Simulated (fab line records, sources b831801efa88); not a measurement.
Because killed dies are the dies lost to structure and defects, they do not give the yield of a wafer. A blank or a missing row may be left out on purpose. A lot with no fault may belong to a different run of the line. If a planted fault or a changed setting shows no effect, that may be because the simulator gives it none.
Which tool is to blame?    flow gf180mcu    42 wafers from 14 lots sampled at 2 of the route's 602 steps

## WHAT THE GAUGES SHOWED, per wafer
GF_TOP_METAL_THK_MEAS_06: measures by xrf. Usual: TOP_METAL_ALCU_THK 902 nm, standard deviation 9.3.
lot   measured      on            TOP_METAL_ALCU_THK (nm)  flag
L926  day 27 08:39  filmMetro-04  907 904 898              
L927  day 27 21:41  filmMetro-01  909 895 915              
L928  day 28 08:03  filmMetro-02  898 909 904              
L929  day 28 17:00  filmMetro-01  897 891 898              
L930  day 28 21:42  filmMetro-02  892 881 884              
L937  day 30 21:43  filmMetro-01  908 912 910              
L938  day 31 07:23  filmMetro-01  883 886 892              
L940  day 31 17:07  filmMetro-04  897 903 906              
L941  day 32 01:42  filmMetro-01  901 906 897              
L942  day 32 04:30  filmMetro-02  911 914 912              
L944  day 32 15:20  filmMetro-01  892 892 900              
L945  day 32 21:45  filmMetro-01  902 891 895              
L946  day 33 07:17  filmMetro-04  906 912 912              
L947  day 33 10:43  filmMetro-04  917 916 901              

## WHICH TOOL RAN EACH LOT (tool, then ch and the chambers of the sampled wafers, then the start)
lot   GF_V5_ETCH_17
L926  rieDiel-04 ch 0,3, day 27 08:39 or earlier
L927  rieDiel-01 ch 1,2,3, day 27 21:41 or earlier
L928  rieDiel-04 ch 1,3, day 28 08:03 or earlier
L929  rieDiel-02 ch 0,2,3, day 28 17:00 or earlier
L930  rieDiel-01 ch 1,2,3, day 28 21:42 or earlier
L937  rieDiel-02 ch 0,1,2, day 30 21:43 or earlier
L938  rieDiel-04 ch 0,2, day 31 07:23 or earlier
L940  rieDiel-01 ch 0,1, day 31 17:07 or earlier
L941  rieDiel-04 ch 1,3, day 32 01:42 or earlier
L942  rieDiel-01 ch 0,1, day 32 04:30 or earlier
L944  rieDiel-04 ch 0,1,2, day 32 15:20 or earlier
L945  rieDiel-04 ch 1,2, day 32 21:45 or earlier
L946  rieDiel-02 ch 2,3, day 33 07:17 or earlier
L947  rieDiel-02 ch 2,3, day 33 10:43 or earlier
- GF_V5_ETCH_17: etches SiO2 in C4F8/O2/Ar, stops on TiN, target depth 855 nm.

## WHAT THE TOOLS THEMSELVES READ (means of the sampled wafers that have a number; where no wafer has one, the mark that the record gives instead)
GF_V5_ETCH_17. Usual: oesProductAu at 0.860 a.u., with a standard deviation of 0.0046.
lot   tool        oesProductAu (a.u.)  flag
L926  rieDiel-04  0.862                
L927  rieDiel-01  0.857                
L928  rieDiel-04  0.857                
L929  rieDiel-02  0.858                
L930  rieDiel-01  0.860                
L937  rieDiel-02  0.856                
L938  rieDiel-04  0.859                
L940  rieDiel-01  0.855                
L941  rieDiel-04  0.860                
L942  rieDiel-01  0.857                
L944  rieDiel-04  0.862                
L945  rieDiel-04  0.860                
L946  rieDiel-02  0.862                
L947  rieDiel-02  0.857                

## THE ANSWER, worked out from the rows above alone
Rule: lot off if the mean of its wafers having a number is beyond 3 standard deviations from the usual mean. A lot without any number at a reading at which 4 lots or more have one is off too. Any other lot the step has rows for is counted as sound. After the gauges, taken in route order, come the tools' own readings; for these a lot's mean is taken, as printed above. The first step at which some lot is off is used, and at that step the reading that is off furthest; a lot without a number counts as furthest.
None of the lots is off at any reading shown; this tells nothing.

## WHAT THE SIMULATOR PUT IN
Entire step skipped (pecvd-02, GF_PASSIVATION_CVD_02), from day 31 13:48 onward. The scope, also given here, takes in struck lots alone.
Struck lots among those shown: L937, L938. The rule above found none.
